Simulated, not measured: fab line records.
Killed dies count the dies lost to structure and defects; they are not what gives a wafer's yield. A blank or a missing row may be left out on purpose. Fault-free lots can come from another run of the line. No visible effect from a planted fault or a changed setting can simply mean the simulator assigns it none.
fab line records	flow gf180mcu
record: lots: 15	wafers: 45	lastDay: 34
route steps=602 shown V4@501 MIM@507
lots untouched by any fault: they come from a run of this same line in which no faults occurred
startH: the number of hours between the record's first day and the start of the first shown wafer of the lot	waitH: hours elapsed since this lot's preceding step	" repeats the value in the row above	L1.1+2: a row that stands for several wafers	- no value, or no start given	* or withheld: withheld	< > ~ a bound
route shown NAME@n: a module of which the file shows steps, and the number in the route of the first	usual: mean and standard deviation over wafers with no fault	same: alike in all rows	chamber/n: place in a boat	sites: the reading at each site	_std_site: standard deviation across them	_edge_site: outer sites' mean less inner sites'	radiusMm: how far each site lies from the wafer's centre	mask NAME#n: copy n	behind: tool/chamber where the wafer was last shaped	hold: reason for holding the lot/hours on hold/outcome of the hold	device: the n, p or np transistor that did not switch	end of line: the same wafers' tests at the end of the route	for a step that has no rows: nothing shown but its recipe	killed: not the wafer's yield, but the dies lost to structure and defects at the first sort	map: a wafer's dies, marking killed ones x, the rest . and places with no die _
set.NAME: the run value of the setting; set.NAME@STEP: its run value at that earlier step	model.NAME: the simulator's own value behind a step, which no gauge read
steps of the route over a sample of lots; a table a step, a row a wafer
services: a tool's chamber out of use, with start hour (startH, from the record's first day; less than 0 if before it), hours out, and reason
== steps ==
step: GF_V4_THK_MEAS_25
recipe: thkMeasGauge: xrf	reads: W_of_V4_CVD_23
usual: V4_W_THK: 357/5.9
lot.wafer	tool	chamber	startH	waitH	V4_W_THK[nm]
L424.2	filmMetro-04	-	583.68	0.1	356
L424.5	"	-	"	"	353
L424.6	"	-	"	"	353
L425.1	filmMetro-03	-	586.46	0.1	355
L425.3	"	-	"	"	357
L425.6	"	-	"	"	355
L426.2	filmMetro-04	-	591.68	0.1	358
L426.3	"	-	"	"	355
L426.6	"	-	"	"	354
L427.1	filmMetro-03	-	601.51	0.1	362
L427.2	"	-	"	"	363
L427.3	"	-	"	"	368
L431.1	filmMetro-02	-	633.51	0.1	352
L431.2	"	-	"	"	356
L431.3	"	-	"	"	356
L433.1	filmMetro-02	-	641.61	0.1	354
L433.2	"	-	"	"	356
L433.3	"	-	"	"	351
L432.1	filmMetro-03	-	642.38	0.1	361
L432.3	"	-	"	"	357
L432.5	"	-	"	"	359
L434.4	filmMetro-02	-	653.09	0.1	352
L434.5	"	-	"	"	354
L434.6	"	-	"	"	355
L436.4	filmMetro-02	-	667.42	0.1	349
L436.5	"	-	"	"	352
L436.6	"	-	"	"	353
L437.1	filmMetro-02	-	672.37	0.1	352
L437.2	"	-	"	"	357
L437.5	"	-	"	"	350
L438.1	filmMetro-04	-	676.94	0.1	360
L438.5	"	-	"	"	359
L438.6	"	-	"	"	363
L441.1	filmMetro-04	-	702.34	0.1	363
L441.3	"	-	"	"	365
L441.4	"	-	"	"	361
L444.3	filmMetro-03	-	715.68	0.1	361
L444.4	"	-	"	"	359
L444.6	"	-	"	"	361
L445.2	filmMetro-02	-	721.27	0.1	352
L445.4	"	-	"	"	355
L445.6	"	-	"	"	351
L446.3	filmMetro-03	-	727.28	0.1	355
L446.5	"	-	"	"	356
L446.6	"	-	"	"	353
step: GF_MIM_SPUTTER_04
recipe: material: TiN	targetThkNm: 50	powerW: 6500	timeS: 41.7	chamberPressurePa: 0.4
usual: throttleValvePct: 29.9/1
lot.wafer	tool	chamber	startH	waitH	throttleValvePct
L424.2	pvdSputter-04	-	584.21	0.0	30.2
L424.5	"	-	"	"	29.4
L424.6	"	-	"	"	30.9
L425.1	pvdSputter-04	-	587.00	0.0	29.5
L425.3	"	-	"	"	30.5
L425.6	"	-	"	"	29.3
L426.2	pvdSputter-01	-	592.21	0.0	28.0
L426.3	"	-	"	"	31.7
L426.6	"	-	"	"	29.1
L427.1	pvdSputter-04	-	602.05	0.0	30.4
L427.2	"	-	"	"	29.8
L427.3	"	-	"	"	30.4
L431.1	pvdSputter-03	-	634.29	0.0	30.3
L431.2	"	-	"	"	27.9
L431.3	"	-	"	"	29.2
L433.1	pvdSputter-04	-	642.15	0.0	29.9
L433.2	"	-	"	"	29.4
L433.3	"	-	"	"	30.9
L432.1	pvdSputter-01	-	642.92	0.0	29.2
L432.3	"	-	"	"	29.4
L432.5	"	-	"	"	29.3
L434.4	pvdSputter-04	-	653.60	0.0	30.5
L434.5	"	-	"	"	30.7
L434.6	"	-	"	"	29.4
L436.4	pvdSputter-04	-	667.94	0.0	29.1
L436.5	"	-	"	"	31.0
L436.6	"	-	"	"	29.5
L437.1	pvdSputter-03	-	672.91	0.0	30.5
L437.2	"	-	"	"	28.3
L437.5	"	-	"	"	30.9
L438.1	pvdSputter-03	-	677.48	0.0	29.0
L438.5	"	-	"	"	29.1
L438.6	"	-	"	"	30.9
L441.1	pvdSputter-04	-	702.88	0.0	30.5
L441.3	"	-	"	"	29.3
L441.4	"	-	"	"	30.0
L444.3	pvdSputter-03	-	716.20	0.0	30.8
L444.4	"	-	"	"	31.0
L444.6	"	-	"	"	30.4
L445.2	pvdSputter-04	-	721.80	0.0	31.0
L445.4	"	-	"	"	29.7
L445.6	"	-	"	"	29.2
L446.3	pvdSputter-04	-	727.80	0.0	30.9
L446.5	"	-	"	"	29.2
L446.6	"	-	"	"	31.2
step: GF_MIM_CVD_05
recipe: material: Si3N4	targetThkNm: 42	tempMaxC: 400	tempC: 385	timeS: 29.086	rfW: 450
usual: heaterPowerOuterW: 384/50	heaterPowerW: 657/74
lot.wafer	tool	chamber	startH	waitH	heaterPowerOuterW	heaterPowerW	sinceWetCleanH
L424.2	pecvd-04	0	584.25	0.0	395	675	201
L424.5	"	1	"	"	386	673	-
L424.6	"	2	"	"	365	620	-
L425.1	pecvd-04	1	587.04	0.0	394	646	204
L425.3	"	0	"	"	322	563	204
L425.6	"	1	"	"	400	661	-
L426.2	pecvd-04	1	592.25	0.0	357	601	209
L426.3	"	0	"	"	397	654	209
L426.6	"	1	"	"	352	628	-
L427.1	pecvd-04	1	602.09	0.0	386	672	219
L427.2	"	0	"	"	389	662	219
L427.3	"	2	"	"	404	683	219
L431.1	pecvd-04	1	634.32	0.0	367	630	251
L431.2	"	0	"	"	420	689	251
L431.3	"	2	"	"	385	645	251
L433.1	pecvd-01	1	642.19	0.0	384	646	676
L433.2	"	0	"	"	345	604	676
L433.3	"	2	"	"	426	708	676
L432.1	pecvd-02	2	642.96	0.0	390	683	468
L432.3	"	0	"	"	497	874	468
L432.5	"	0	"	"	494	864	-
L434.4	pecvd-01	1	653.66	0.0	307	558	-
L434.5	"	2	"	"	438	719	-
L434.6	"	0	"	"	394	639	-
L436.4	pecvd-04	0	667.99	0.0	400	690	-
L436.5	"	1	"	"	334	570	-
L436.6	"	2	"	"	354	623	-
L437.1	pecvd-01	2	672.95	0.0	376	652	707
L437.2	"	1	"	"	399	672	707
L437.5	"	2	"	"	379	643	-
L438.1	pecvd-01	1	677.52	0.0	358	637	711
L438.5	"	0	"	"	384	658	-
L438.6	"	2	"	"	416	708	-
L441.1	pecvd-02	2	702.92	0.0	400	696	528
L441.3	"	0	"	"	505	922	528
L441.4	"	2	"	"	395	719	-
L444.3	pecvd-04	1	716.24	0.0	-	-	-
L444.4	"	2	"	"	-	-	-
L444.6	"	0	"	"	-	-	-
L445.2	pecvd-04	0	721.84	0.0	-	-	-
L445.4	"	2	"	"	-	-	-
L445.6	"	0	"	"	-	-	-
L446.3	pecvd-04	0	727.84	0.0	-	-	-
L446.5	"	0	"	"	-	-	-
L446.6	"	2	"	"	-	-	-
step: GF_MIM_SPUTTER_09
recipe: material: TiN	targetThkNm: 35	powerW: 6500	timeS: 29.2	chamberPressurePa: 0.4
usual: throttleValvePct: 29.8/1.2
lot.wafer	tool	chamber	startH	waitH	throttleValvePct
L424.2	pvdSputter-03	-	584.41	0.0	30.6
L424.5	"	-	"	"	27.9
L424.6	"	-	"	"	30.5
L425.1	pvdSputter-01	-	587.20	0.0	29.2
L425.3	"	-	"	"	28.0
L425.6	"	-	"	"	29.1
L426.2	pvdSputter-04	-	592.41	0.0	29.2
L426.3	"	-	"	"	30.7
L426.6	"	-	"	"	30.8
L427.1	pvdSputter-03	-	602.25	0.0	28.0
L427.2	"	-	"	"	30.7
L427.3	"	-	"	"	30.4
L431.1	pvdSputter-03	-	634.48	0.0	30.7
L431.2	"	-	"	"	29.0
L431.3	"	-	"	"	28.1
L433.1	pvdSputter-03	-	642.35	0.0	29.2
L433.2	"	-	"	"	28.0
L433.3	"	-	"	"	31.0
L432.1	pvdSputter-04	-	643.12	0.0	29.3
L432.3	"	-	"	"	30.8
L432.5	"	-	"	"	30.5
L434.4	pvdSputter-01	-	653.80	0.0	31.8
L434.5	"	-	"	"	31.5
L434.6	"	-	"	"	29.3
L436.4	pvdSputter-03	-	668.14	0.0	30.5
L436.5	"	-	"	"	29.1
L436.6	"	-	"	"	30.9
L437.1	pvdSputter-04	-	673.14	0.0	30.4
L437.2	"	-	"	"	30.1
L437.5	"	-	"	"	30.8
L438.1	pvdSputter-01	-	677.68	0.0	32.0
L438.5	"	-	"	"	29.5
L438.6	"	-	"	"	28.3
L441.1	pvdSputter-01	-	703.08	0.0	28.2
L441.3	"	-	"	"	29.9
L441.4	"	-	"	"	31.5
L444.3	pvdSputter-04	-	716.40	0.0	30.8
L444.4	"	-	"	"	30.1
L444.6	"	-	"	"	30.8
L445.2	pvdSputter-03	-	722.00	0.0	30.4
L445.4	"	-	"	"	30.7
L445.6	"	-	"	"	31.1
L446.3	pvdSputter-01	-	728.00	0.0	28.1
L446.5	"	-	"	"	29.4
L446.6	"	-	"	"	29.5
step: GF_MIM_METAL_ETCH_19
recipe: chemistry: Cl2/BCl3	maskMaterial: NOVOLAK	stopOn: Si3N4	targetDepthNm: 324.5	pressureMtorr: 8	icpW: 800	biasW: 140	Cl2_flow_sccm: 80	bcl3FlowSccm: 40	timeS: 54.1
usual: biasW: 140.0/0.43	drypumpMotorCurrentA: 5.64/0.26	oesProductAu: 0.942/0.007	throttleValvePct: 28.284/0.011
lot.wafer	tool	chamber	startH	waitH	biasW	drypumpMotorCurrentA	oesProductAu	rfHoursCounterH	throttleValvePct
L424.2	rieMetal-03	1	604.51	0.1	139.8	5.77	0.927	7	28.291
L424.5	"	1	"	"	139.7	5.73	0.946	-	28.302
L424.6	"	0	"	"	140.3	5.35	0.937	-	28.305
L425.1	rieMetal-03	1	607.76	0.1	140.4	5.79	0.930	7	28.296
L425.3	"	1	"	"	140.6	5.76	0.937	-	28.292
L425.6	"	0	"	"	140.6	5.37	0.939	-	28.285
L426.2	rieMetal-03	1	612.81	0.1	140.3	5.77	0.945	7	28.269
L426.3	"	0	"	"	140.3	5.37	0.942	-	28.281
L426.6	"	0	"	"	140.1	5.38	0.945	-	28.287
L427.1	rieMetal-04	0	622.61	0.1	141.0	5.37	0.932	1	28.308
L427.2	"	1	"	"	138.8	5.75	0.937	3	28.274
L427.3	"	0	"	"	140.0	5.39	0.926	-	28.291
L431.1	rieMetal-03	1	653.61	0.1	139.5	5.74	0.929	9	28.298
L431.2	"	1	"	"	140.1	5.75	0.945	-	28.256
L431.3	"	1	"	"	139.9	5.73	0.942	-	28.277
L433.1	rieMetal-03	1	662.08	0.1	139.9	5.76	0.947	9	28.269
L433.2	"	1	"	"	139.9	5.78	0.947	-	28.269
L433.3	"	1	"	"	140.7	5.77	0.940	-	28.284
L432.1	rieMetal-04	1	662.26	0.1	140.0	5.74	0.947	4	28.284
L432.3	"	0	"	"	140.0	5.38	0.931	-	28.286
L432.5	"	0	"	"	140.3	5.37	0.936	-	28.276
L434.4	rieMetal-03	1	672.74	0.1	140.6	5.78	0.948	-	28.283
L434.5	"	0	"	"	140.6	5.34	0.946	-	28.274
L434.6	"	1	"	"	141.0	5.76	0.928	-	28.285
L436.4	rieMetal-03	1	687.45	0.1	139.7	5.77	0.942	-	28.280
L436.5	"	0	"	"	140.2	5.38	0.953	-	28.280
L436.6	"	1	"	"	139.5	5.75	0.940	-	28.277
L437.1	rieMetal-04	1	692.46	0.1	140.3	5.74	0.938	6	28.280
L437.2	"	0	"	"	139.4	5.39	0.944	3	28.280
L437.5	"	0	"	"	140.1	5.39	0.945	-	28.274
L438.1	rieMetal-04	1	696.93	0.1	140.3	5.74	0.952	6	28.298
L438.5	"	1	"	"	140.8	5.75	0.933	-	28.294
L438.6	"	0	"	"	139.8	5.36	0.937	-	28.281
L441.1	rieMetal-03	0	720.53	0.1	139.2	5.37	0.945	2	28.278
L441.3	"	1	"	"	139.4	5.75	0.937	-	28.304
L441.4	"	0	"	"	139.5	5.35	0.944	-	28.269
L444.3	rieMetal-03	1	734.05	0.1	140.6	5.79	0.994	-	28.222
L444.4	"	0	"	"	139.9	5.35	0.949	-	28.265
L444.6	"	1	"	"	140.4	5.75	0.988	-	28.225
L445.2	rieMetal-01	1	739.26	0.1	139.6	5.74	1.022	1	28.203
L445.4	"	0	"	"	139.3	6.35	0.984	-	28.214
L445.6	"	1	"	"	139.9	5.72	1.024	-	28.205
L446.3	rieMetal-04	0	745.18	0.1	140.5	5.40	0.997	-	28.225
L446.5	"	1	"	"	139.9	5.75	0.990	-	28.216
L446.6	"	0	"	"	140.3	5.38	1.002	-	28.225
== services ==
tool	chamber	startH	hours	kind
pecvd-04	-	566.37	0.5	repair
pvdSputter-04	-	566.78	3.0	repair
pvdSputter-03	0	566.87	-	consumableReplace:kit
pvdSputter-03	0	566.87	18.0	scheduledDown
pvdSputter-03	0	566.87	18.0	ventCycle
pvdSputter-04	-	570.02	13.8	repair
pvdSputter-04	-	588.17	3.0	repair
rieMetal-03	0	594.03	2.1	repair
pecvd-01	1	604.63	4.7	repair
pecvd-04	0	605.14	14.7	repair
pvdSputter-04	-	606.44	3.1	repair
rieMetal-04	-	610.24	2.8	pm
pecvd-02	-	617.97	10.6	repair
pvdSputter-04	-	630.15	7.7	repair
pecvd-01	2	630.22	6.9	repair
rieMetal-03	0	643.89	-	clean
pecvd-01	0	654.36	6.5	repair
pecvd-04	-	660.89	0.7	repair
pvdSputter-03	3	711.12	-	consumableReplace:kit
pvdSputter-03	3	711.12	18.0	scheduledDown
pvdSputter-03	3	711.12	18.0	ventCycle
pvdSputter-04	-	712.74	0.7	repair
pvdSputter-04	-	718.97	1.5	repair
rieMetal-03	0	742.83	5.0	repair
== key ==
firstSign: step: GF_MIM_CVD_05	reading: toolRecord	direction: missing
effect: step: GF_MIM_METAL_ETCH_19	reading: oesProductAu	direction: up	sigmas: 7.5	usual: 0.942	struck: 0.995	wafersMoved: 8
metAt GF_MIM_CVD_05
struckLots L444,L445,L446
laterRowsLeftOut L444.3,L444.4,L444.6,L445.2,L445.4,L445.6,L446.3,L446.5,L446.6
sortLeftOut L444.3,L444.4,L444.6,L445.2,L445.4,L445.6,L446.3,L446.5,L446.6
notActingAt GF_V4_THK_MEAS_25,GF_MIM_SPUTTER_04,GF_MIM_SPUTTER_09
onsetBetween 667.99 716.24
fault: kind: skippedStepWhole	tool: pecvd-04	chamber: -	onsetH: 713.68	steps: GF_MIM_CVD_05	scope: struckLotsOnly
sortLeftOut: the simulated sort isn't trusted on such a fault, so these wafers' sort isn't shown, and their yield isn't known
laterRowsLeftOut: the simulator's readings of these wafers behind a module that went badly wrong aren't trusted and aren't shown, but for the sort
